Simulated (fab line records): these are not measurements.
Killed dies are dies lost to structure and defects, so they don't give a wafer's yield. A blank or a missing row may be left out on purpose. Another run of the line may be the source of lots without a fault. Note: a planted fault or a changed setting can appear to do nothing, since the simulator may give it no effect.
Which tool was responsible? / flow sky130 / 12 lots, 36 wafers sampled, at 1 step of a route of 708

== WHAT THE GAUGES SHOWED, per wafer ==
SKY_FIELD_ISO_CD_MEAS_13: target cd 150 nm.
lot=L075; measured=day 2 09:39; on=cd sem-01; cd nm (nm)=150.0 150.6 150.7
lot=L077; measured=day 2 20:55; on=cd sem-02; cd nm (nm)=150.3 151.2 149.3
lot=L079; measured=day 3 06:27; on=cd sem-02; cd nm (nm)=147.2 147.6 147.8
lot=L081; measured=day 3 17:28; on=cd sem-01; cd nm (nm)=149.3 150.0 151.0
lot=L083; measured=day 4 03:48; on=cd sem-01; cd nm (nm)=149.1 150.2 149.4
lot=L085; measured=day 4 13:23; on=cd sem-01; cd nm (nm)=150.2 149.7 149.4
lot=L087; measured=day 5 02:10; on=cd sem-01; cd nm (nm)=149.7 151.7 151.6
lot=L089; measured=day 5 11:40; on=cd sem-01; cd nm (nm)=150.7 150.9 152.4
lot=L091; measured=day 5 21:55; on=cd sem-01; cd nm (nm)=149.1 151.1 150.2
lot=L093; measured=day 6 08:49; on=cd sem-01; cd nm (nm)=147.9 150.8 148.9
lot=L095; measured=day 6 18:46; on=cd sem-01; cd nm (nm)=149.4 149.1 148.7
lot=L097; measured=day 7 03:33; on=cd sem-01; cd nm (nm)=150.4 149.5 148.8

== EACH LOT AND THE TOOL THAT RAN IT (in order: tool; ch and the chambers of the sampled wafers; start) ==
The record holds no process step before these readings.

== THE ANSWER, worked out from the rows above alone ==
Rule: the lots themselves supply what counts as usual. The widest of any qualifying gaps counts: lots, ordered by their means at a reading, are off when they make up no more than a third of the lots, leave a main group of 4 or more, and stand apart from it by 3 or more times the standard deviation of that group's means. Not used: any main group whose means are identical at the precision the tables above print for the reading. Also off: a lot with no number at a reading for which 4 or more lots have one. All remaining lots with rows at the step are treated as sound.
Across all readings shown, no lot is off: no conclusion can be drawn from this.

== WHAT THE SIMULATOR PUT IN ==
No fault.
